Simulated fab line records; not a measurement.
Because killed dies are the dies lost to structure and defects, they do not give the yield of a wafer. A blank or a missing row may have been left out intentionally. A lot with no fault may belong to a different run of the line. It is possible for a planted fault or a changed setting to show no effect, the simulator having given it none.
Which tool is to blame? | flow sky130 | Sampling: 11 lots, 33 wafers, 2 of 708 route steps

== WHAT THE GAUGES SHOWED, per wafer ==
SKY_CAP2M_THK_MEAS_04: measures by xrf.
lot  | measured     | on           | CAP2M_TIN_THK (nm)
L885 | day 39 10:01 | filmMetro-04 | 199.0 196.5 197.9
L888 | day 40 10:56 | filmMetro-02 | 199.6 202.4 200.2
L892 | day 42 02:46 | filmMetro-03 | 198.4 197.9 199.3
L897 | day 43 10:44 | filmMetro-04 | 200.0 197.6 194.5
L901 | day 44 15:44 | filmMetro-03 | 199.7 199.6 198.2
L900 | day 44 17:26 | filmMetro-04 | 203.3 200.6 200.2
L902 | day 44 23:34 | filmMetro-03 | 196.1 197.8 194.4
L903 | day 45 00:55 | filmMetro-02 | 197.2 194.9 200.0
L906 | day 45 09:56 | filmMetro-02 | 201.1 199.7 200.5
L907 | day 45 19:34 | filmMetro-02 | 200.5 200.7 199.7
L908 | day 45 20:37 | filmMetro-03 | 197.2 196.8 193.7

== WHAT TOOL EACH LOT RAN ON (gives the tool, then ch and the chambers of the sampled wafers, and finally the start) ==
lot  | SKY_METAL4_SPUTTER_01
L885 | pvdSputter-03, day 39 09:34
L888 | pvdSputter-03, day 40 10:30
L892 | pvdSputter-03, day 42 02:18
L897 | pvdSputter-01, day 43 10:17
L901 | pvdSputter-03, day 44 15:18
L900 | pvdSputter-03, day 44 16:59
L902 | pvdSputter-04, day 44 23:07
L903 | pvdSputter-01, day 45 00:26
L906 | pvdSputter-01, day 45 09:30
L907 | pvdSputter-04, day 45 19:07
L908 | pvdSputter-03, day 45 20:10
- SKY_METAL4_SPUTTER_01: material TiN, target thk 20 nm, time 16.7 s.

== THE ANSWER, worked out from the rows above alone ==
Rule: the lots themselves supply what counts as usual. The widest of any qualifying gaps counts: lots, ordered by their means at a reading, are off when they make up no more than a third of the lots, leave a main group of 4 or more, and stand apart from it by 3 or more times the standard deviation of that group's means. A main group is skipped when, at the precision printed for the reading in the tables above, its means are all equal. A lot without any number at a reading at which 4 lots or more have one is off too. All remaining lots with rows at the step are treated as sound.
None of the lots is off at any reading shown; this tells nothing.

== WHAT THE SIMULATOR HAD INSERTED ==
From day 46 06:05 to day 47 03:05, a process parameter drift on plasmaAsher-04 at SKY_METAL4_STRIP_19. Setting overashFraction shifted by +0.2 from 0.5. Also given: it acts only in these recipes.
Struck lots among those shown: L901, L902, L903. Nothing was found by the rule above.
